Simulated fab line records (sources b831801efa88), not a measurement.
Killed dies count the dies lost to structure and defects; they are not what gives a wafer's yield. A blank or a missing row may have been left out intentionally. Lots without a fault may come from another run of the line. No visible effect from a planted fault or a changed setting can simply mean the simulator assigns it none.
Which tool was responsible? + flow sky130 + Sampling: 24 lots, 72 wafers, 5 of 708 route steps

== WHAT THE GAUGES READ, wafer by wafer ==
SKY_VT_ADJUST_HVTR_OVL_MEAS_08.
| lot  | measured     | on         | VT_ADJUST_HVTR_OVL (nm) |
|------|--------------|------------|-------------------------|
| L074 | day 9 04:20  | overlay-02 | -1.4 -1.1 -1.7          |
| L075 | day 9 11:40  | overlay-02 | -0.6 -0.9 -0.1          |
| L076 | day 10 06:46 | overlay-01 | -0.7 0.0 -0.8           |
| L077 | day 10 20:46 | overlay-02 | -1.9 -0.2 -0.1          |
| L078 | day 12 00:22 | overlay-02 | -0.6 -0.6 1.3           |
| L079 | day 12 00:37 | overlay-01 | -1.8 -2.0 -3.1          |
| L080 | day 12 09:22 | overlay-02 | -0.4 -2.5 -1.1          |
| L082 | day 12 11:43 | overlay-02 | -1.3 -1.6 -2.4          |
| L081 | day 12 12:25 | overlay-02 | 1.8 1.2 1.4             |
| L084 | day 12 13:16 | overlay-02 | -0.8 -1.4 -1.8          |
| L083 | day 12 13:52 | overlay-01 | 0.1 -0.3 1.1            |
| L085 | day 12 19:23 | overlay-01 | -1.0 -2.3 -1.6          |
| L086 | day 13 13:49 | overlay-02 | -0.3 0.1 0.9            |
| L087 | day 13 13:58 | overlay-02 | 0.4 0.1 1.0             |
| L089 | day 14 20:00 | overlay-02 | -2.2 0.6 -1.8           |
| L090 | day 14 20:18 | overlay-02 | -0.3 -3.2 -1.4          |
| L088 | day 14 21:13 | overlay-02 | 0.4 -0.8 0.2            |
| L092 | day 15 12:34 | overlay-01 | -0.1 -0.5 -0.2          |
| L091 | day 15 15:25 | overlay-01 | -1.4 -2.2 -0.5          |
| L093 | day 15 21:19 | overlay-02 | -0.5 0.3 -1.1           |
| L094 | day 15 21:46 | overlay-02 | 2.0 -0.4 -0.8           |
| L095 | day 16 05:34 | overlay-01 | -0.7 -0.8 0.5           |
| L096 | day 16 08:19 | overlay-02 | 0.2 -0.6 1.6            |
| L097 | day 16 13:51 | overlay-01 | -0.9 0.6 -3.7           |

SKY_METAL2_RS_MEAS_05: the measuring method here is four-point-probe.
| lot  | measured     | on            | METAL2_ALCU_RS (ohm/sq) |
|------|--------------|---------------|-------------------------|
| L074 | day 33 12:47 | film-metro-04 | 0.1266 0.1263 0.1252    |
| L075 | day 33 14:55 | film-metro-02 | 0.1275 0.1264 0.1262    |
| L076 | day 34 16:54 | film-metro-01 | 0.1273 0.1270 0.1277    |
| L077 | day 35 06:55 | film-metro-04 | 0.1245 0.1244 0.1247    |
| L078 | day 36 15:54 | film-metro-01 | 0.1250 0.1266 0.1245    |
| L079 | day 36 16:54 | film-metro-04 | 0.1282 0.1269 0.1279    |
| L080 | day 37 00:41 | film-metro-01 | 0.1257 0.1275 0.1273    |
| L082 | day 37 08:39 | film-metro-04 | 0.1288 0.1260 0.1271    |
| L081 | day 37 10:07 | film-metro-04 | 0.1297 0.1274 0.1276    |
| L084 | day 37 11:58 | film-metro-04 | 0.1280 0.1269 0.1286    |
| L083 | day 37 10:28 | film-metro-04 | 0.1272 0.1252 0.1269    |
| L085 | day 37 13:07 | film-metro-01 | 0.1255 0.1243 0.1264    |
| L086 | day 38 17:21 | film-metro-04 | 0.1276 0.1271 0.1262    |
| L087 | day 38 14:07 | film-metro-02 | 0.1261 0.1279 0.1257    |
| L089 | day 39 16:20 | film-metro-01 | 0.1262 0.1237 0.1262    |
| L090 | day 39 12:28 | film-metro-01 | 0.1264 0.1246 0.1266    |
| L088 | day 39 14:58 | film-metro-02 | 0.1250 0.1259 0.1256    |
| L092 | day 40 02:04 | film-metro-04 | 0.1260 0.1264 0.1274    |
| L091 | day 40 02:22 | film-metro-02 | 0.1294 0.1267 0.1282    |
| L093 | day 40 08:23 | film-metro-01 | 0.1249 0.1252 0.1259    |
| L094 | day 40 10:52 | film-metro-04 | 0.1282 0.1266 0.1283    |
| L095 | day 41 00:12 | film-metro-01 | 0.1270 0.1241 0.1281    |
| L096 | day 40 18:55 | film-metro-02 | 0.1266 0.1255 0.1265    |
| L097 | day 41 03:20 | film-metro-02 | 0.1288 0.1265 0.1280    |

SKY_METAL2_OVL_MEAS_16.
| lot  | measured     | on         | METAL2_OVL (nm) |
|------|--------------|------------|-----------------|
| L074 | day 34 15:28 | overlay-01 | -3 -13 -5       |
| L075 | day 34 18:34 | overlay-02 | -3 -8 -9        |
| L076 | day 35 19:28 | overlay-01 | -1 -3 -1        |
| L077 | day 36 09:32 | overlay-02 | -5 -12 -3       |
| L078 | day 37 18:07 | overlay-02 | 2 -1 -9         |
| L079 | day 37 19:43 | overlay-01 | -3 -3 3         |
| L080 | day 38 02:46 | overlay-02 | 4 4 5           |
| L082 | day 38 09:46 | overlay-01 | 5 13 -2         |
| L081 | day 38 11:55 | overlay-01 | 5 -4 -1         |
| L084 | day 38 13:46 | overlay-02 | -1 0 -1         |
| L083 | day 38 12:16 | overlay-01 | -5 4 -3         |
| L085 | day 38 15:02 | overlay-01 | -1 -2 -2        |
| L086 | day 39 18:10 | overlay-02 | 2 1 3           |
| L087 | day 39 14:38 | overlay-01 | 8 -7 -3         |
| L089 | day 40 16:28 | overlay-01 | -1 0 -1         |
| L090 | day 40 13:10 | overlay-02 | -4 4 2          |
| L088 | day 40 15:13 | overlay-02 | 8 1 0           |
| L092 | day 41 02:11 | overlay-01 | 1 -8 1          |
| L091 | day 41 03:01 | overlay-02 | -14 -1 -9       |
| L093 | day 41 08:50 | overlay-02 | 2 -4 -1         |
| L094 | day 41 11:25 | overlay-02 | 0 -1 1          |
| L095 | day 41 23:41 | overlay-02 | -2 -3 -6        |
| L096 | day 41 19:01 | overlay-02 | 8 0 -1          |
| L097 | day 42 04:37 | overlay-01 | 9 3 1           |

== WHICH TOOL RAN EACH LOT (tool, then ch and the chambers of the sampled wafers, then the start) ==
| lot  | SKY_RES_PROTECT_STRIP_07             | SKY_LOCAL_INTERCONNECT_METAL_ETCH_14 |
|------|--------------------------------------|--------------------------------------|
| L074 | plasma-asher-04 ch 0,1, day 14 17:37 | rie-metal-04 ch 0,1, day 29 21:37    |
| L075 | plasma-asher-03 ch 0,1, day 15 00:14 | rie-metal-02 ch 0,1, day 29 23:58    |
| L076 | plasma-asher-04 ch 0,1, day 16 00:26 | rie-metal-04 ch 0,1, day 31 03:26    |
| L077 | plasma-asher-04 ch 0,1, day 16 15:17 | rie-metal-04 ch 0,1, day 31 17:05    |
| L078 | plasma-asher-04 ch 0,1, day 18 01:50 | rie-metal-02 ch 0, day 33 01:46      |
| L079 | plasma-asher-04 ch 0,1, day 18 03:50 | rie-metal-01 ch 0,1, day 33 03:37    |
| L080 | plasma-asher-04 ch 0,1, day 18 16:31 | rie-metal-04 ch 0,1, day 33 12:19    |
| L082 | plasma-asher-04 ch 0,1, day 18 19:23 | rie-metal-02 ch 0,1, day 33 18:04    |
| L081 | plasma-asher-02 ch 0, day 18 21:23   | rie-metal-01 ch 0, day 33 19:59      |
| L084 | plasma-asher-04 ch 0,1, day 18 21:35 | rie-metal-02 ch 0,1, day 33 22:34    |
| L083 | plasma-asher-02 ch 0,1, day 18 21:34 | rie-metal-04 ch 0,1, day 33 22:13    |
| L085 | plasma-asher-02 ch 0,1, day 19 01:38 | rie-metal-01 ch 0, day 33 23:20      |
| L086 | plasma-asher-03 ch 0,1, day 20 10:59 | rie-metal-01 ch 0,1, day 35 04:10    |
| L087 | plasma-asher-04 ch 0,1, day 20 10:47 | rie-metal-02 ch 1, day 35 01:38      |
| L089 | plasma-asher-03 ch 0,1, day 21 14:11 | rie-metal-01 ch 0,1, day 36 04:46    |
| L090 | plasma-asher-03 ch 0,1, day 21 12:05 | rie-metal-04 ch 0,1, day 36 02:19    |
| L088 | plasma-asher-02 ch 0,1, day 21 13:32 | rie-metal-02 ch 0,1, day 36 04:29    |
| L092 | plasma-asher-04 ch 0,1, day 22 02:25 | rie-metal-04 ch 0,1, day 36 14:49    |
| L091 | plasma-asher-03 ch 1, day 22 05:22   | rie-metal-02 ch 0,1, day 36 15:52    |
| L093 | plasma-asher-03 ch 0,1, day 22 12:44 | rie-metal-04 ch 0,1, day 36 23:58    |
| L094 | plasma-asher-02 ch 0,1, day 22 14:32 | rie-metal-01 ch 0, day 37 00:50      |
| L095 | plasma-asher-03 ch 0,1, day 23 06:08 | rie-metal-02 ch 0, day 37 14:52      |
| L096 | plasma-asher-03 ch 0,1, day 23 05:47 | rie-metal-04 ch 0, day 37 10:17      |
| L097 | plasma-asher-03 ch 0,1, day 23 08:05 | rie-metal-04 ch 0,1, day 37 19:05    |
- SKY_RES_PROTECT_STRIP_07: strips in O2/N2.
- SKY_LOCAL_INTERCONNECT_METAL_ETCH_14: etches TiN in Cl2/BCl3, stops on PSG, target depth 110 nm, time 31.4 s.

== WHAT THE TOOLS THEMSELVES READ (means of the sampled wafers that have a number; where no wafer has one, the mark that the record gives instead) ==
SKY_RES_PROTECT_STRIP_07.
| lot  | tool            | drypump-motor-current-A (A) | oes-product-au (a.u.) | strip-time-to-endpoint-s (s) |
|------|-----------------|-----------------------------|-----------------------|------------------------------|
| L074 | plasma-asher-04 | 5.8                         | 0.515                 | 23.29                        |
| L075 | plasma-asher-03 | 5.9                         | 0.516                 | 23.30                        |
| L076 | plasma-asher-04 | 5.8                         | 0.520                 | 23.34                        |
| L077 | plasma-asher-04 | 5.7                         | 0.515                 | 23.37                        |
| L078 | plasma-asher-04 | 5.8                         | 0.517                 | 23.28                        |
| L079 | plasma-asher-04 | 5.8                         | 0.519                 | 23.23                        |
| L080 | plasma-asher-04 | 5.8                         | 0.521                 | 23.28                        |
| L082 | plasma-asher-04 | 5.8                         | 0.522                 | 23.29                        |
| L081 | plasma-asher-02 | 6.1                         | 0.516                 | 23.32                        |
| L084 | plasma-asher-04 | 5.8                         | 0.516                 | 23.22                        |
| L083 | plasma-asher-02 | 5.2                         | 0.520                 | 23.34                        |
| L085 | plasma-asher-02 | 5.2                         | 0.512                 | 23.26                        |
| L086 | plasma-asher-03 | 6.1                         | 0.513                 | 23.21                        |
| L087 | plasma-asher-04 | 5.8                         | 0.521                 | 23.27                        |
| L089 | plasma-asher-03 | 5.9                         | 0.521                 | 23.24                        |
| L090 | plasma-asher-03 | 5.9                         | 0.516                 | 23.27                        |
| L088 | plasma-asher-02 | 5.7                         | 0.518                 | 23.24                        |
| L092 | plasma-asher-04 | 5.8                         | 0.518                 | 23.32                        |
| L091 | plasma-asher-03 | 6.2                         | 0.511                 | 23.30                        |
| L093 | plasma-asher-03 | 5.9                         | 0.514                 | 23.24                        |
| L094 | plasma-asher-02 | 5.6                         | 0.515                 | 23.26                        |
| L095 | plasma-asher-03 | 6.0                         | 0.520                 | 23.34                        |
| L096 | plasma-asher-03 | 5.9                         | 0.519                 | 23.29                        |
| L097 | plasma-asher-03 | 5.9                         | 0.517                 | 23.30                        |

SKY_LOCAL_INTERCONNECT_METAL_ETCH_14.
| lot  | tool         | drypump-motor-current-A (A) | oes-product-au (a.u.) | throttle-valve-pct (%) |
|------|--------------|-----------------------------|-----------------------|------------------------|
| L074 | rie-metal-04 | 5.5                         | 0.914                 | 21.916                 |
| L075 | rie-metal-02 | 5.7                         | 0.926                 | 21.910                 |
| L076 | rie-metal-04 | 5.8                         | 0.919                 | 21.914                 |
| L077 | rie-metal-04 | 5.4                         | 0.923                 | 21.900                 |
| L078 | rie-metal-02 | 5.5                         | 0.918                 | 21.913                 |
| L079 | rie-metal-01 | 5.2                         | 0.913                 | 21.915                 |
| L080 | rie-metal-04 | 5.4                         | 0.926                 | 21.918                 |
| L082 | rie-metal-02 | 5.7                         | 0.926                 | 21.915                 |
| L081 | rie-metal-01 | 4.9                         | 0.923                 | 21.911                 |
| L084 | rie-metal-02 | 5.8                         | 0.919                 | 21.919                 |
| L083 | rie-metal-04 | 5.8                         | 0.925                 | 21.916                 |
| L085 | rie-metal-01 | 4.9                         | 0.912                 | 21.913                 |
| L086 | rie-metal-01 | 5.2                         | 0.923                 | 21.911                 |
| L087 | rie-metal-02 | 6.2                         | 0.926                 | 21.901                 |
| L089 | rie-metal-01 | 5.2                         | 0.928                 | 21.917                 |
| L090 | rie-metal-04 | 5.8                         | 0.932                 | 21.912                 |
| L088 | rie-metal-02 | 5.7                         | 0.926                 | 21.920                 |
| L092 | rie-metal-04 | 5.4                         | 0.925                 | 21.904                 |
| L091 | rie-metal-02 | 6.0                         | 0.922                 | 21.923                 |
| L093 | rie-metal-04 | 5.4                         | 0.913                 | 21.928                 |
| L094 | rie-metal-01 | 4.9                         | 0.918                 | 21.908                 |
| L095 | rie-metal-02 | 5.5                         | 0.921                 | 21.914                 |
| L096 | rie-metal-04 | 5.0                         | 0.923                 | 21.915                 |
| L097 | rie-metal-04 | 5.4                         | 0.926                 | 21.912                 |

== THE ANSWER, worked out from the rows above alone ==
Rule: the usual values come from the lots themselves. The widest of any qualifying gaps counts: lots, ordered by their means at a reading, are off when they make up no more than a third of the lots, leave a main group of 4 or more, and stand apart from it by 3 or more times the standard deviation of that group's means. If all means in a main group match to the digits the tables above print for the reading, that group is not used. A lot without any number at a reading at which 4 lots or more have one is off too. Where the step has rows for the other lots, those lots are counted as sound. First the gauges in route order, then the tools' own readings, where a lot's mean is used as printed above. The first step at which some lot is off is used, and at that step the reading that is off furthest; a lot without a number counts as furthest.
Nothing can be told from this: no lot is off at any reading shown.

== WHAT HAD BEEN PUT IN BY THE SIMULATOR ==
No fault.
